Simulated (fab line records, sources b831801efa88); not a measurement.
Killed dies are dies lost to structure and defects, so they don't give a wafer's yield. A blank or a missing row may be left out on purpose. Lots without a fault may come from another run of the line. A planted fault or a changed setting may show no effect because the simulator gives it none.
One fault seen from 2 desks | flow gf180mcu | each desk has only its own numbers; what lay behind them comes last

THE METROLOGY DESK
What the gauges read, lot by lot, whatever tool the lot ran on: means of the sampled wafers that have a number. A lot is out of limits, marked OUT, if its mean lies more than 4 standard deviations from the usual mean; the brackets give that distance.
Columns: A = cd_nm at GF_V5_CD_MEAS_14, usual 259.8 nm; B = TOP_METAL_ALCU_RS at GF_TOP_METAL_RS_MEAS_05, usual 0.03277 ohm/sq; C = PASSIVATION_CVD_00_THK at GF_PASSIVATION_THK_MEAS_01, usual 999 nm
lot  | first seen here | A     | B       | C
L948 | day 27 09:20    | 261.1 | 0.03245 | 1005
L949 | day 27 20:17    | 259.8 | 0.03336 | 976
L951 | day 28 17:20    | 258.8 | 0.03262 | 1013
L953 | day 28 22:26    | 260.0 | 0.03282 | 1012
L954 | day 29 06:53    | 260.6 | 0.03273 | 1000
L958 | day 30 09:18    | 260.4 | 0.03319 | 991
L963 | day 31 15:34    | 259.0 | 0.03267 | 994
L964 | day 32 02:22    | 260.5 | 0.03296 | 1007
L966 | day 32 08:33    | 259.2 | 0.03269 | 998
L967 | day 32 17:34    | 259.8 | 0.03276 | 995
L969 | day 32 23:37    | 260.2 | 0.03255 | 1016
L968 | day 33 00:14    | 258.8 | 0.03228 | 990
L970 | day 33 02:57    | 259.7 | 0.03320 | 1002
L971 | day 33 03:17    | 259.1 | 0.03274 | 1010
This desk's finding: nothing out of limits on any of the 14 lots.

THE TOOL OWNER'S DESK: cvd_w-01
The tool's own readings at GF_V5_CVD_23 (deposits W, target thk 350 nm, time 104.9 s): means of the sampled wafers that have a number, for each lot that ran on this tool. A lot is out of limits, marked OUT, if its mean lies more than 4 standard deviations from the usual mean; the brackets give that distance.
Columns: A = heater_power_w at GF_V5_CVD_23, usual 927 W
lot  | first seen here | A
L949 | day 27 21:13    | 942
L951 | day 28 18:17    | 1040
L953 | day 28 23:50    | 941
L954 | day 29 07:50    | 859
L958 | day 30 10:20    | 972
L968 | day 33 01:10    | 863
L970 | day 33 03:53    | 902
This desk's finding: nothing out of limits on any of the 7 lots.

PUT TOGETHER
The metrology desk saw nothing out of limits.
The tool owner's desk saw nothing out of limits.

WHAT THE SIMULATOR HAD PUT IN
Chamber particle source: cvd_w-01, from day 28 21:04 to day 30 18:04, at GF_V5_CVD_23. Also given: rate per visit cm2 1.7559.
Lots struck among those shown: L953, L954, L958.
